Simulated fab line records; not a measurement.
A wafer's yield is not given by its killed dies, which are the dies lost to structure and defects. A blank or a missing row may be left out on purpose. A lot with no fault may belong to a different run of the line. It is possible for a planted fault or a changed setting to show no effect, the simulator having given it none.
Which tool was responsible? -- flow gf180mcu -- 13 lots, 39 wafers sampled, at 2 steps of a route of 602

## WHAT THE GAUGES READ, wafer by wafer
GF_V5_BOW_MEAS_05. Usual: V5_BOW gives 132 um (standard deviation 9).
lot,measured,on,V5_BOW (um),flag
L722,day 26 03:17,film metro-03,146 130 147,
L724,day 26 23:14,film metro-02,138 119 132,
L725,day 27 06:42,film metro-01,136 133 141,
L726,day 27 14:23,film metro-02,137 131 140,
L727,day 27 23:00,film metro-03,123 127 119,
L729,day 28 13:36,film metro-01,118 127 109,
L731,day 29 07:00,film metro-03,139 120 125,
L734,day 30 04:40,film metro-02,135 132 135,
L741,day 31 22:34,film metro-03,121 117 132,
L742,day 32 06:33,film metro-02,133 136 135,
L743,day 32 07:44,film metro-03,141 133 136,
L744,day 32 19:13,film metro-02,125 132 142,
L745,day 32 23:36,film metro-03,132 139 143,

## TOOL THAT RAN EACH LOT (tool first, then ch and the chambers of the sampled wafers, then the start)
lot,GF_MIM_SPUTTER_08
L722,"pvd sputter-03, day 24 06:49"
L724,"pvd sputter-01, day 25 03:05"
L725,"pvd sputter-01, day 25 11:51"
L726,"pvd sputter-04, day 25 18:50"
L727,"pvd sputter-01, day 26 04:43"
L729,"pvd sputter-04, day 26 20:08"
L731,"pvd sputter-01, day 27 14:17"
L734,"pvd sputter-04, day 28 12:49"
L741,"pvd sputter-03, day 30 09:17"
L742,"pvd sputter-03, day 30 18:05"
L743,"pvd sputter-03, day 30 19:29"
L744,"pvd sputter-01, day 31 06:33"
L745,"pvd sputter-04, day 31 11:39"
- GF_MIM_SPUTTER_08: material AlCu, target thk 200 nm, time 10.6 s.

## WHAT THE TOOLS THEMSELVES READ (means of the sampled wafers that have a number; where no wafer has one, the mark that the record gives instead)
GF_MIM_SPUTTER_08. Usual: chamber pressure pa 0.4000 Pa, standard deviation 0.00082; throttle valve pct 30.5 %, standard deviation 0.82.
lot,tool,chamber pressure pa (Pa),throttle valve pct (%),flag
L722,pvd sputter-03,0.4005,29.2,
L724,pvd sputter-01,0.3996,30.1,
L725,pvd sputter-01,0.4006,30.6,
L726,pvd sputter-04,0.4004,29.4,
L727,pvd sputter-01,0.3994,30.9,
L729,pvd sputter-04,0.3993,31.2,
L731,pvd sputter-01,0.4002,30.5,
L734,pvd sputter-04,0.4003,30.5,
L741,pvd sputter-03,0.4009,30.1,
L742,pvd sputter-03,0.4002,30.1,
L743,pvd sputter-03,0.3992,29.8,
L744,pvd sputter-01,0.3994,31.0,
L745,pvd sputter-04,0.4002,31.3,

## THE ANSWER, worked out from the rows above alone
Rule: take the mean of a lot's wafers that have a number; if it is more than 3 standard deviations from the usual mean, the lot is off. A lot without any number at a reading at which 4 lots or more have one is off too. All remaining lots with rows at the step are treated as sound. Order of review: gauges by route order, followed by the tools' own readings, for which a lot's mean as printed above is used. At the first step where some lot is off, the reading lying furthest off is the one used; lots without a number count as furthest.
Nothing can be told from this: no lot is off at any reading shown.

## WHAT WAS PUT IN BY THE SIMULATOR
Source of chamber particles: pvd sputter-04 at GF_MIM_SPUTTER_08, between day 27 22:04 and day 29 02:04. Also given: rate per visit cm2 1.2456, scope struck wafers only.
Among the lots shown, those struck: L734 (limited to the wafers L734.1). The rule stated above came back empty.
